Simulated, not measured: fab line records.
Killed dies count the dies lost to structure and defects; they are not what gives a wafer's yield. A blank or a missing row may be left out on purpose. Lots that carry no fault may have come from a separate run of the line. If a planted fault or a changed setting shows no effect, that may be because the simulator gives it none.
A struck lot beside a sound one    flow sfq-line    42 out of 325 route steps
Sound: these wafers, L357.3, L357.4, L357.5. Struck: wafer L346.1 (left out: L346.2, L346.3 of the same lot, which were not struck); the cause appears at the end.
Each step with rows lists, per side, the tool, then ch with its chambers, then its first start. Under that, the readings that differ: sound wafers    struck wafers    difference of the means    sigmas: that difference in standard deviations of wafers without a fault.
alike: words and numbers the same on both sides, and readings whose means are apart by under 2 such deviations; not compared: readings that were withheld, readings missing a value for some wafer, numbers with overlapping values and no deviation given by the record, and bounds like >300 which may hide the same value.
The two part at a step that has a row with sigmas, a row that says differs or no value, or rows on one side only. Non-overlapping numbers with no deviation appear without sigmas and do not part them. Lack of a reading on every wafer of one side parts them only where that side has two or more wafers.

first, 6 steps without rows for these wafers: SFQ_TRILAYER_M0_LITHO_COAT_026 (resist thk 62 nm); SFQ_TRILAYER_M0_LITHO_COAT_021 (resist thk 600 nm); SFQ_TRILAYER_M0_LITHO_SOFTBAKE_025; SFQ_TRILAYER_M0_LITHO_EXPOSE_022 (exposes mask M0, target cd 500 nm); SFQ_TRILAYER_M0_LITHO_PEB_024 (peb time 60 s); SFQ_TRILAYER_M0_LITHO_DEVELOP_023 (time 60 s).
SFQ_M0_OVL_MEAS_906:
  sound on overlay-02 at day 18 01:25; struck on overlay-01 at day 14 01:35
  alike: M0_OVL
SFQ_TRILAYER_M0_BARC_OPEN_METAL_ETCH_031: etches BARC in O2, target depth 125 nm, time 41.7 s.
  sound on rie-metal-02 ch 0,1, day 18 01:27; struck on rie-metal-04 ch 1, day 14 01:37
reading                 sound  struck  difference                    sigmas
rf-hours-counter-h (h)  - - -  169     no value on the sound wafers  
  alike: drypump-motor-current-A, oes-product-au
then, 3 steps without rows for these wafers: SFQ_TRILAYER_M0_ETCH_METAL_ETCH_024 (etches Nb in Cl2/Ar, stops on SiO2, target depth 240 nm, time 120 s); SFQ_TRILAYER_M0_STRIP_STRIP_025 (strips in O2); SFQ_TRILAYER_M0_STRIP_SOLV_CLEAN_026 (cleans in NMP, time 600 s).
SFQ_TRILAYER_I0_DEP_PECVD_027: deposits SiO2 from SiH4/N2O, time 111.11 s, target thk 500 nm.
  sound on pecvd-04 ch 0,2, day 18 02:23; struck on pecvd-04 ch 0, day 14 02:35
  alike: chamber-pressure-Torr, heater-power-w, throttle-valve-pct
SFQ_TRILAYER_I0_CMP_CMP_028: polishes SiO2.
  sound on cmp-01 ch 1,2, day 18 02:28; struck on cmp-01 ch 2, day 14 06:53
reading                                              sound              struck  difference  sigmas
time-to-endpoint-s (s)                               208 209 205        282     +75         +9
model.SiO2_of_TRILAYER_I0_DEP_PECVD_027.thk-nm (nm)  199.9 200.6 200.1  305.5   +105.3      
  alike: motor-current-A, slurry-filter-dp-kPa
SFQ_I0_BOW_MEAS_907:
  sound on film-metro-01 at day 18 05:31; struck on film-metro-04 at day 14 09:53
  alike: I0_BOW
SFQ_TRILAYER_I0_METRO_MEASURE_029:
  sound on film-metro-01 at day 18 05:59; struck on film-metro-04 at day 14 10:00
reading      sound              struck  difference  sigmas
thk-nm (nm)  199.7 200.5 199.9  305.5   +105.5      +81
then, 6 steps without rows for these wafers: SFQ_TRILAYER_I0_VIA_LITHO_COAT_036 (resist thk 62 nm); SFQ_TRILAYER_I0_VIA_LITHO_COAT_031 (resist thk 650 nm); SFQ_TRILAYER_I0_VIA_LITHO_SOFTBAKE_035; SFQ_TRILAYER_I0_VIA_LITHO_EXPOSE_032 (exposes mask I0, target cd 500 nm); SFQ_TRILAYER_I0_VIA_LITHO_PEB_034 (peb time 60 s); SFQ_TRILAYER_I0_VIA_LITHO_DEVELOP_033 (time 60 s).
-- the record jumps here: 6 days lie between the struck wafers' starts before and after --
SFQ_I0_OVL_MEAS_908:
  sound on overlay-02 at day 25 03:55; struck on overlay-01 at day 20 06:46
  alike: I0_OVL
then, 1 step without rows for these wafers: SFQ_TRILAYER_I0_VIA_BARC_OPEN_VIA_ETCH_046 (etches BARC in O2, target depth 125 nm, time 41.7 s).
SFQ_TRILAYER_I0_VIA_ETCH_VIA_ETCH_034: etches SiO2 in CHF3, stops on Nb, target depth 260 nm.
  sound on rie-diel-04 ch 0,2, day 25 03:59; struck on rie-diel-03 ch 2, day 20 06:52
reading                         sound              struck  difference  sigmas
drypump-motor-current-A (A)     5.0 4.9 4.9        5.7     +0.8        +2
oes-product-au (a.u.)           0.856 0.857 0.858  1.004   +0.147      +27
model.etch.depth-nm (nm)        199.9 200.6 200.1  259.7   +59.5       
model.I0.feature-depth-nm (nm)  199.9 200.6 200.1  259.7   +59.5       
SFQ_TRILAYER_I0_VIA_STRIP_STRIP_035: strips in O2.
  sound on rie-metal-01 ch 0,1, day 25 04:18; struck on rie-metal-01 ch 0, day 20 07:02
reading                 sound  struck  difference                    sigmas
rf-hours-counter-h (h)  - - -  63      no value on the sound wafers  
  alike: drypump-motor-current-A, oes-product-au
then, 1 step without rows for these wafers: SFQ_TRILAYER_I0_VIA_STRIP_SOLV_CLEAN_036 (cleans in NMP, time 600 s).
SFQ_TRILAYER_M1_DEP_PRE_CLEAN_038: time 22.5 s.
  sound on pvd-sputter-03 at day 25 04:52; struck on pvd-sputter-03 at day 20 07:49
reading                                              sound              struck  difference  sigmas
model.SiO2_of_TRILAYER_I0_DEP_PECVD_027.thk-nm (nm)  192.4 193.1 192.6  298     +105        
then, 1 step without rows for these wafers: SFQ_TRILAYER_M1_DEP_SPUTTER_037 (material Nb, target thk 200 nm, time 133.3 s).
SFQ_M1_RS_MEAS_909: measures by four-point-probe.
  sound on film-metro-03 at day 25 05:02; struck on film-metro-03 at day 20 07:56
  alike: M1_NB_RS
then, 6 steps without rows for these wafers: SFQ_TRILAYER_M1_LITHO_COAT_044 (resist thk 62 nm); SFQ_TRILAYER_M1_LITHO_COAT_039 (resist thk 600 nm); SFQ_TRILAYER_M1_LITHO_SOFTBAKE_043; SFQ_TRILAYER_M1_LITHO_EXPOSE_040 (exposes mask M1, target cd 500 nm); SFQ_TRILAYER_M1_LITHO_PEB_042 (peb time 60 s); SFQ_TRILAYER_M1_LITHO_DEVELOP_041 (time 60 s).
-- the record jumps here: 7 days lie between the struck wafers' starts before and after --
SFQ_M1_OVL_MEAS_911:
  sound on overlay-01 at day 31 20:05; struck on overlay-01 at day 26 21:55
reading      sound     struck  difference  sigmas
M1_OVL (nm)  -4 -5 -4  19      +23         +3
SFQ_TRILAYER_M1_BARC_OPEN_METAL_ETCH_054: etches BARC in O2, target depth 125 nm, time 41.7 s.
  sound on rie-metal-01 ch 0,1, day 31 20:07; struck on rie-metal-02 ch 1, day 26 21:57
reading                      sound        struck  difference                    sigmas
drypump-motor-current-A (A)  5.4 5.4 5.4  6.4     +1.0                          +3
rf-hours-counter-h (h)       - - -        31      no value on the sound wafers  
  alike: oes-product-au
SFQ_TRILAYER_M1_ETCH_METAL_ETCH_042: etches Nb in Cl2/Ar, stops on SiO2, target depth 240 nm, time 120 s.
  sound on rie-metal-01 ch 0,1, day 31 20:12; struck on rie-metal-02 ch 1, day 26 22:01
reading                      sound        struck  difference                    sigmas
drypump-motor-current-A (A)  5.4 5.4 5.4  6.5     +1.1                          +3
rf-hours-counter-h (h)       - - -        31      no value on the sound wafers  
  alike: oes-product-au
then, 3 steps without rows for these wafers: SFQ_TRILAYER_M1_STRIP_STRIP_043 (strips in O2); SFQ_TRILAYER_M1_STRIP_SOLV_CLEAN_044 (cleans in NMP, time 600 s); SFQ_TRILAYER_I1_DEP_PECVD_045 (deposits SiO2 from SiH4/N2O, time 111.11 s, target thk 500 nm).
-- the record jumps here: 54 days lie between the struck wafers' starts before and after --
SFQ_M8_BOW_MEAS_951:
  sound on film-metro-04 at day 91 15:32; struck on film-metro-02 at day 80 18:22
reading                  sound              struck  difference  sigmas
M8_BOW (um)              44 32 39           -5      -43         -4
model.etest.i0.link-ohm  1.957 1.939 1.937  1e+06   +1e+06      

## WHERE THEY PART
Last at SFQ_M8_BOW_MEAS_951 as far as this record goes, first at SFQ_TRILAYER_M0_BARC_OPEN_METAL_ETCH_031.

WHY: whatever the simulator had introduced
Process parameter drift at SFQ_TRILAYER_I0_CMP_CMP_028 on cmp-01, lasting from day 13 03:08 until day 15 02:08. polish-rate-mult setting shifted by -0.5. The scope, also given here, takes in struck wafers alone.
